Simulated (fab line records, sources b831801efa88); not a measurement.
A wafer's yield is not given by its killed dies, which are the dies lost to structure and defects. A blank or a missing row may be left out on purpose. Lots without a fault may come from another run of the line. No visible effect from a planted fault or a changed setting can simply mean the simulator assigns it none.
A struck lot beside a sound one + flow gf180mcu + 15 out of 602 route steps
Sound: wafers L591.1, L591.2, L591.5. Struck: wafer L599.6. (L599.2, L599.3 of the same lot were not struck and are left out.) The cause comes at the end.
At each step with rows: each side's tool, then ch and its chambers, then its first start. Under that, the readings that differ: sound wafers + struck wafers + difference of the means + sigmas: that difference in standard deviations of wafers without a fault.
alike: words and numbers the same on both sides, and readings whose means are apart by under 2 such deviations; not compared: readings that were withheld, readings missing a value for some wafer, numbers with overlapping values and no deviation given by the record, and bounds like >300 which may hide the same value.
The two part at a step that has a row with sigmas, a row that says differs or no value, or rows on one side only. Numbers that don't overlap but have no deviation are shown without sigmas and don't part them. Lack of a reading on every wafer of one side parts them only where that side has two or more wafers.

first, 5 steps without rows for these wafers: GF_V2_COAT_09 (resist thk 1000 nm); GF_V2_SOFTBAKE_10 (time 60 s); GF_V2_EXPOSE_11 (exposes mask Via2, target cd 260 nm); GF_V2_PEB_12 (peb time 88.1 s); GF_V2_DEVELOP_13 (develop time 60 s).
GF_V2_CD_MEAS_14 targets a cd of 260 nm.
  struck on cd_sem-01, day 25 09:11; sound on cd_sem-01, day 22 17:04
  alike: cd_nm
GF_V2_OVL_MEAS_15:
  struck on overlay-02, day 25 09:17; sound on overlay-01, day 22 17:11
  alike: V2_OVL
GF_V2_ETCH_16: etches BARC in N2/H2.
  sound on rie_diel-04 ch 1,2, day 22 17:13; struck on rie_diel-01 ch 2, day 25 09:19
  alike: drypump_motor_current_A, oes_product_au, throttle_valve_pct
GF_V2_ETCH_17: etches SiO2 in C4F8/O2/Ar, stops on TiN, target depth 630 nm.
  sound on rie_diel-04 ch 1,2; struck on rie_diel-01 ch 2
  alike: oes_product_au
GF_V2_STRIP_18: strips in O2/N2.
  sound on plasma_asher-04 ch 0,1, day 22 17:21; struck on plasma_asher-04 ch 1, day 25 09:27
  alike: drypump_motor_current_A, heater_power_w, oes_product_au
  not compared: rf_hours_counter_h
then, 2 steps without rows for these wafers: GF_V2_STRIP_19 (strips in post etch residue remover, time 1200 s); GF_V2_CLEAN_20 (cleans in DIW).
GF_V2_SPUTTER_21: material Ti, target thk 15 nm, time 80.02 s.
  struck on pvd_sputter-04, day 25 09:59; sound on pvd_sputter-04, day 22 17:53
| reading                               | sound                | struck | difference | sigmas |
|---------------------------------------|----------------------|--------|------------|--------|
| substrate_temp_c (C)                  | 200.16 200.15 200.22 | 199.75 | -0.43      | -3     |
| model.Ti_of_V2_SPUTTER_21.thk_nm (nm) | 14.71 15.07 14.83    | 11.15  | -3.72      |        |
  alike: throttle_valve_pct
GF_V2_SPUTTER_22: material TiN, target thk 10 nm, time 40 s.
  struck on pvd_sputter-04, day 25 10:03; sound on pvd_sputter-04, day 22 17:57
  alike: throttle_valve_pct
-- the record jumps here: 8 days lie between the struck wafers' starts before and after (it left off in module V2 and takes up again in module PASSIVATION, whose first step shown is number 602 of the route) --
GF_PASSIVATION_PROBE_99:
  the record has rows for the struck wafers here (prober-01, day 32 23:46) and none for the sound ones

WHERE THEY PART
First at GF_V2_SPUTTER_21; last, within this record, at GF_PASSIVATION_PROBE_99.

WHY: what the simulator had put in
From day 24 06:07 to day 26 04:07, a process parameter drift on pvd_sputter-04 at GF_V2_SPUTTER_21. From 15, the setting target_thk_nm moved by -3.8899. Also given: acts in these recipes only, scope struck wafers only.
